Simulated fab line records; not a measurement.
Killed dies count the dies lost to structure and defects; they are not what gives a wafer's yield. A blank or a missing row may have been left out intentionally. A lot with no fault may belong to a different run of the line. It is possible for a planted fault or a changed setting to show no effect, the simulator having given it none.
Problem report in the 8D (eight disciplines) form, filled by code | flow gf180mcu | the parts of the form that need people (team, actions taken, sign-off) are left out

== 1. THE PROBLEM ==
runLengthS at GF_STI_DEHYDRATE_05 reads a mean of 91.66 s on 6 wafers of 2 lots; wafers without a fault read 89.23 s with a standard deviation of 0.26. Measured from the usual mean, that is +9.4 standard deviations.
The step: time 60 s.
The first sign was on wafer L500.4 at day 6 00:32, on lithoTrack-02. The record holds 42 wafers of 14 lots with a number at this step. The rule behind "out" and "out of limits": a value lying over 4 standard deviations away from the usual mean. The rest of the wafers with a number are treated as sound.

== 2. WHAT IT IS; WHAT IT IS NOT ==
question                    | is                     | is not
which readings at this step | runLengthS             | -
which lots                  | L500, L503             | L480, L483, L484, L485, L486, L487, L488, L490, L491, L496, L499, L501
which wafers of those lots  | all that have a number | -
read on which tools         | lithoTrack-02          | lithoTrack-01, lithoTrack-04
when                        | from day 6 00:32       | up to then (33 sound wafers); but 3 sound wafers of L501 came after

== 3. THE SUSPECTS, EACH WITH WHAT RULES IT OUT ==
Counting: a tool stays on the suspect list if, at a process step up to the reading, it processed all lots that are out and no sound lot following the first of them.
- lithoTrack-02 at GF_STI_DEHYDRATE_05 (time 60 s): kept. All lots that are out passed through it, beginning with L500 at day 6 00:32, and no sound lot followed; its final sound lot before that point was L496 at day 5 04:13. On those wafers its own readings are out: runLengthS.
After counting, what remains is lithoTrack-02 at GF_STI_DEHYDRATE_05.

== 4. THE CAUSE (what the simulator had put in) ==
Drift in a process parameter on lithoTrack-02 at GF_STI_DEHYDRATE_05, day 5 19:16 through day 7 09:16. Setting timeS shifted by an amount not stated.
Only this tool survived the counting.

== 5. SEQUENCE OF EFFECTS, ordered by route ==
Each row: a reading whose mean over the struck wafers that have a number lies more than 3 standard deviations from the usual. Readings are gone through only where the record gives a usual standard deviation; hours: the median, over the lots, of the time from a lot's start at the first step in this table giving one to that lot's start at this step; sigmas: the change measured in usual standard deviations.
hours | step                | reading    | usual   | on struck wafers | change | sigmas
0     | GF_STI_DEHYDRATE_05 | runLengthS | 89.23 s | 91.66            | +2.43  | +9.4
It contains these process steps:
- GF_STI_DEHYDRATE_05: time 60 s.
Later steps that measure or inspect, where all struck wafers having a row at the step show a number for every such reading and not one has moved that far: GF_NWELL_TW_MEAS_11.

== 6. WHAT WOULD HAVE CAUGHT IT SOONER ==
In this record no reading fell out of limits until day 6 00:32, 5 hours after the fault had begun at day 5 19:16.
